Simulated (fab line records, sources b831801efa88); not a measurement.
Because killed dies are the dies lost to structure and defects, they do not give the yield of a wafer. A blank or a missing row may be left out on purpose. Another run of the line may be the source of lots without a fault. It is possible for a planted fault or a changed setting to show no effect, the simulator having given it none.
Chamber matching + flow sky130 + SKY_VIA2_CMP_24 on cmp-01: 4 sister chambers
The step polishes, stops on SiO2, t overpolish 20 s, target thk 0 nm. 8 wafers are shown with their chamber, then 8 later ones without.

== WAFERS PAIRED WITH THEIR CHAMBERS ==
| wafer  | chamber | timeToEndpointS (s) | motorCurrentA (A) |
|--------|---------|---------------------|-------------------|
| L191.2 | 3       | 92                  | 11.5              |
| L190.1 | 1       | 92                  | 10.2              |
| L190.2 | 3       | 91                  | 11.5              |
| L190.3 | 2       | 97                  | 10.7              |
| L197.2 | 2       | 101                 | 9.9               |
| L197.5 | 0       | 98                  | 11.6              |
| L197.6 | 1       | 96                  | 10.6              |
| L199.1 | 0       | 99                  | 10.2              |

== WAFERS WHOSE CHAMBER IS MISSING ==
| wafer  | timeToEndpointS (s) | motorCurrentA (A) |
|--------|---------------------|-------------------|
| L199.3 | 98                  | 11.6              |
| L199.4 | 94                  | 10.2              |
| L202.1 | 101                 | 11.4              |
| L202.2 | 103                 | 11.5              |
| L202.4 | 103                 | 10.4              |
| L204.4 | 104                 | 10.5              |
| L204.5 | 100                 | 11.7              |
| L204.6 | 106                 | 10.0              |

== CHAMBER TAKEN BY EACH ==
| wafer  | from the rows above               | in truth |
|--------|-----------------------------------|----------|
| L199.3 | can't be placed: 0 or 2 or 1 or 3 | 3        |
| L199.4 | 1                                 | 1        |
| L202.1 | can't be placed: 0 or 2           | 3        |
| L202.2 | can't be placed: 0 or 2           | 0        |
| L202.4 | can't be placed: 2 or 0           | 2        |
| L204.4 | can't be placed: 2 or 0           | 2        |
| L204.5 | can't be placed: 0 or 2           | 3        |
| L204.6 | can't be placed: 2 or 0           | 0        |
Correct placement for 1 of the 8. These rows do not allow placing 7 (true chamber among the candidates in 5). Number placed wrongly: 0.
How it was worked out, from the rows above alone: a wafer's distance from a chamber is the root of the sum, over the readings, of the square of ((its reading less the chamber's mean) divided by the reading's scatter). If the next closest chamber is less than 2 further off than the closest, the wafer can't be placed; otherwise it belongs to the closest. Each chamber's mean is taken over the wafers shown for it. How the scatter is found: for the shown wafers, subtract from each reading the mean of its chamber, square and add these, divide the total by (wafers less chambers), then take the root.
